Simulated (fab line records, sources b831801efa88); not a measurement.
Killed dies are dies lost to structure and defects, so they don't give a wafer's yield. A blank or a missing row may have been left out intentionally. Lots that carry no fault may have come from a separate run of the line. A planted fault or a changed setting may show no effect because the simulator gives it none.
The tool behind it: which one? || flow sfq_line || 15 lots with 45 wafers sampled at 2 steps, on a route of 325 steps

## WHAT EACH GAUGE READ, for each wafer
No reading from a measuring or inspecting step in the record can be judged against a usual standard deviation.

## WHAT TOOL EACH LOT RAN ON (gives the tool, then ch and the chambers of the sampled wafers, and finally the start)
{"lot": "L588", "SFQ_TRILAYER_A5C_DEP_PECVD_142": "pecvd-02 ch 0,2, day 65 14:37", "SFQ_TRILAYER_C5_ETCH_VIA_ETCH_154": "rie_diel-02 ch 0,3, day 74 00:13"}
{"lot": "L589", "SFQ_TRILAYER_A5C_DEP_PECVD_142": "pecvd-02 ch 0,2, day 67 07:31", "SFQ_TRILAYER_C5_ETCH_VIA_ETCH_154": "rie_diel-01 ch 0,2, day 74 01:40"}
{"lot": "L590", "SFQ_TRILAYER_A5C_DEP_PECVD_142": "pecvd-04 ch 0,1,2, day 74 12:35", "SFQ_TRILAYER_C5_ETCH_VIA_ETCH_154": "rie_diel-04 ch 0,1,3, day 74 19:43"}
{"lot": "L592", "SFQ_TRILAYER_A5C_DEP_PECVD_142": "pecvd-02 ch 0,1,2, day 74 14:16", "SFQ_TRILAYER_C5_ETCH_VIA_ETCH_154": "rie_diel-04 ch 0,1, day 74 23:19"}
{"lot": "L593", "SFQ_TRILAYER_A5C_DEP_PECVD_142": "pecvd-04 ch 1,2, day 74 19:05", "SFQ_TRILAYER_C5_ETCH_VIA_ETCH_154": "rie_diel-01 ch 0,1,2, day 75 03:36"}
{"lot": "L594", "SFQ_TRILAYER_A5C_DEP_PECVD_142": "pecvd-03 ch 0,1, day 74 20:19", "SFQ_TRILAYER_C5_ETCH_VIA_ETCH_154": "rie_diel-04 ch 0,3, day 75 06:00"}
{"lot": "L597", "SFQ_TRILAYER_A5C_DEP_PECVD_142": "pecvd-02 ch 0,1,2, day 75 02:17", "SFQ_TRILAYER_C5_ETCH_VIA_ETCH_154": "rie_diel-04 ch 0,1, day 75 13:13"}
{"lot": "L598", "SFQ_TRILAYER_A5C_DEP_PECVD_142": "pecvd-04 ch 1,2, day 75 04:41", "SFQ_TRILAYER_C5_ETCH_VIA_ETCH_154": "rie_diel-02 ch 1,2,3, day 75 15:36"}
{"lot": "L600", "SFQ_TRILAYER_A5C_DEP_PECVD_142": "pecvd-02 ch 0,2, day 75 08:17", "SFQ_TRILAYER_C5_ETCH_VIA_ETCH_154": "rie_diel-02 ch 0,2,3, day 75 20:24"}
{"lot": "L604", "SFQ_TRILAYER_A5C_DEP_PECVD_142": "pecvd-04 ch 0,2, day 78 20:18", "SFQ_TRILAYER_C5_ETCH_VIA_ETCH_154": "rie_diel-01 ch 1,2,3, day 82 23:41"}
{"lot": "L606", "SFQ_TRILAYER_A5C_DEP_PECVD_142": "pecvd-04 ch 0,1,2, day 79 21:10", "SFQ_TRILAYER_C5_ETCH_VIA_ETCH_154": "rie_diel-02 ch 0,2,3, day 84 05:21"}
{"lot": "L607", "SFQ_TRILAYER_A5C_DEP_PECVD_142": "pecvd-03 ch 0,1, day 80 05:34", "SFQ_TRILAYER_C5_ETCH_VIA_ETCH_154": "rie_diel-01 ch 0,1,2, day 84 18:21"}
{"lot": "L608", "SFQ_TRILAYER_A5C_DEP_PECVD_142": "pecvd-04 ch 1, day 80 16:22", "SFQ_TRILAYER_C5_ETCH_VIA_ETCH_154": "rie_diel-04 ch 1,2,3, day 85 03:57"}
{"lot": "L609", "SFQ_TRILAYER_A5C_DEP_PECVD_142": "pecvd-04 ch 0,1,2, day 80 19:58", "SFQ_TRILAYER_C5_ETCH_VIA_ETCH_154": "rie_diel-04 ch 0,1,3, day 85 08:45"}
{"lot": "L611", "SFQ_TRILAYER_A5C_DEP_PECVD_142": "pecvd-04 ch 0,1,2, day 81 00:46", "SFQ_TRILAYER_C5_ETCH_VIA_ETCH_154": "rie_diel-04 ch 0,1,3, day 85 13:33"}
- SFQ_TRILAYER_A5C_DEP_PECVD_142: deposits SiO2 from SiH4/N2O, time 15.556 s, target thk 70 nm.
- SFQ_TRILAYER_C5_ETCH_VIA_ETCH_154: etches SiO2 in CHF3, stops on Nb, target depth 84 nm.

## WHAT THE TOOLS THEMSELVES READ (means of the sampled wafers that have a number; where no wafer has one, the mark that the record gives instead)
SFQ_TRILAYER_A5C_DEP_PECVD_142. Usual: heater_power_w 91 W, standard deviation 13; showerhead_vpp_V 835 V, standard deviation 46; throttle_valve_pct 24.1 %, standard deviation 1.4.
{"lot": "L588", "tool": "pecvd-02", "heater_power_w (W)": 84, "showerhead_vpp_V (V)": 799, "throttle_valve_pct (%)": 24.5, "flag": ""}
{"lot": "L589", "tool": "pecvd-02", "heater_power_w (W)": 84, "showerhead_vpp_V (V)": 807, "throttle_valve_pct (%)": 25.3, "flag": ""}
{"lot": "L590", "tool": "pecvd-04", "heater_power_w (W)": 93, "showerhead_vpp_V (V)": 803, "throttle_valve_pct (%)": 22.5, "flag": ""}
{"lot": "L592", "tool": "pecvd-02", "heater_power_w (W)": 92, "showerhead_vpp_V (V)": 841, "throttle_valve_pct (%)": 24.9, "flag": ""}
{"lot": "L593", "tool": "pecvd-04", "heater_power_w (W)": 102, "showerhead_vpp_V (V)": 824, "throttle_valve_pct (%)": 22.5, "flag": ""}
{"lot": "L594", "tool": "pecvd-03", "heater_power_w (W)": 76, "showerhead_vpp_V (V)": 899, "throttle_valve_pct (%)": 24.0, "flag": ""}
{"lot": "L597", "tool": "pecvd-02", "heater_power_w (W)": 90, "showerhead_vpp_V (V)": 829, "throttle_valve_pct (%)": 24.9, "flag": ""}
{"lot": "L598", "tool": "pecvd-04", "heater_power_w (W)": 100, "showerhead_vpp_V (V)": 824, "throttle_valve_pct (%)": 22.5, "flag": ""}
{"lot": "L600", "tool": "pecvd-02", "heater_power_w (W)": 92, "showerhead_vpp_V (V)": 809, "throttle_valve_pct (%)": 25.4, "flag": ""}
{"lot": "L604", "tool": "pecvd-04", "heater_power_w (W)": 94, "showerhead_vpp_V (V)": 793, "throttle_valve_pct (%)": 23.0, "flag": ""}
{"lot": "L606", "tool": "pecvd-04", "heater_power_w (W)": 95, "showerhead_vpp_V (V)": 804, "throttle_valve_pct (%)": 22.7, "flag": ""}
{"lot": "L607", "tool": "pecvd-03", "heater_power_w (W)": 74, "showerhead_vpp_V (V)": 902, "throttle_valve_pct (%)": 24.4, "flag": ""}
{"lot": "L608", "tool": "pecvd-04", "heater_power_w (W)": 102, "showerhead_vpp_V (V)": 824, "throttle_valve_pct (%)": 22.2, "flag": ""}
{"lot": "L609", "tool": "pecvd-04", "heater_power_w (W)": 99, "showerhead_vpp_V (V)": 809, "throttle_valve_pct (%)": 22.9, "flag": ""}
{"lot": "L611", "tool": "pecvd-04", "heater_power_w (W)": 93, "showerhead_vpp_V (V)": 807, "throttle_valve_pct (%)": 22.9, "flag": ""}

SFQ_TRILAYER_C5_ETCH_VIA_ETCH_154. Usual: drypump_motor_current_A 5.8 A, standard deviation 0.46; oes_product_au 0.896 a.u., standard deviation 0.0082.
{"lot": "L588", "tool": "rie_diel-02", "drypump_motor_current_A (A)": 5.5, "oes_product_au (a.u.)": 0.894, "flag": ""}
{"lot": "L589", "tool": "rie_diel-01", "drypump_motor_current_A (A)": 5.8, "oes_product_au (a.u.)": 0.909, "flag": ""}
{"lot": "L590", "tool": "rie_diel-04", "drypump_motor_current_A (A)": 6.0, "oes_product_au (a.u.)": 0.882, "flag": ""}
{"lot": "L592", "tool": "rie_diel-04", "drypump_motor_current_A (A)": 5.9, "oes_product_au (a.u.)": 0.903, "flag": ""}
{"lot": "L593", "tool": "rie_diel-01", "drypump_motor_current_A (A)": 6.0, "oes_product_au (a.u.)": 1.002, "flag": "OFF"}
{"lot": "L594", "tool": "rie_diel-04", "drypump_motor_current_A (A)": 5.9, "oes_product_au (a.u.)": 1.003, "flag": "OFF"}
{"lot": "L597", "tool": "rie_diel-04", "drypump_motor_current_A (A)": 6.0, "oes_product_au (a.u.)": 0.897, "flag": ""}
{"lot": "L598", "tool": "rie_diel-02", "drypump_motor_current_A (A)": 5.4, "oes_product_au (a.u.)": 0.895, "flag": ""}
{"lot": "L600", "tool": "rie_diel-02", "drypump_motor_current_A (A)": 5.6, "oes_product_au (a.u.)": 1.005, "flag": "OFF"}
{"lot": "L604", "tool": "rie_diel-01", "drypump_motor_current_A (A)": 6.3, "oes_product_au (a.u.)": 0.892, "flag": ""}
{"lot": "L606", "tool": "rie_diel-02", "drypump_motor_current_A (A)": 5.6, "oes_product_au (a.u.)": 0.893, "flag": ""}
{"lot": "L607", "tool": "rie_diel-01", "drypump_motor_current_A (A)": 6.1, "oes_product_au (a.u.)": 0.896, "flag": ""}
{"lot": "L608", "tool": "rie_diel-04", "drypump_motor_current_A (A)": 5.8, "oes_product_au (a.u.)": 0.897, "flag": ""}
{"lot": "L609", "tool": "rie_diel-04", "drypump_motor_current_A (A)": 6.0, "oes_product_au (a.u.)": 0.894, "flag": ""}
{"lot": "L611", "tool": "rie_diel-04", "drypump_motor_current_A (A)": 6.0, "oes_product_au (a.u.)": 0.899, "flag": ""}

## THE ANSWER, worked out from the rows above alone
Rule: take the mean of a lot's wafers that have a number; if it is more than 3 standard deviations from the usual mean, the lot is off. Also off: a lot with no number at a reading for which 4 or more lots have one. All remaining lots with rows at the step are treated as sound. The gauges are gone through in route order, then the tools' own readings, and for those a lot's mean is taken as printed above. The first step at which some lot is off is used, and at that step the reading that is off furthest; a lot without a number counts as furthest.
Off at SFQ_TRILAYER_C5_ETCH_VIA_ETCH_154 (oes_product_au): L593, L594, L600.
If a tool, at that step or one of the process steps before it, ran each lot that is off and ran no sound lot following the first of them, it fits. None of those tried fits.

## WHAT WAS PUT IN BY THE SIMULATOR
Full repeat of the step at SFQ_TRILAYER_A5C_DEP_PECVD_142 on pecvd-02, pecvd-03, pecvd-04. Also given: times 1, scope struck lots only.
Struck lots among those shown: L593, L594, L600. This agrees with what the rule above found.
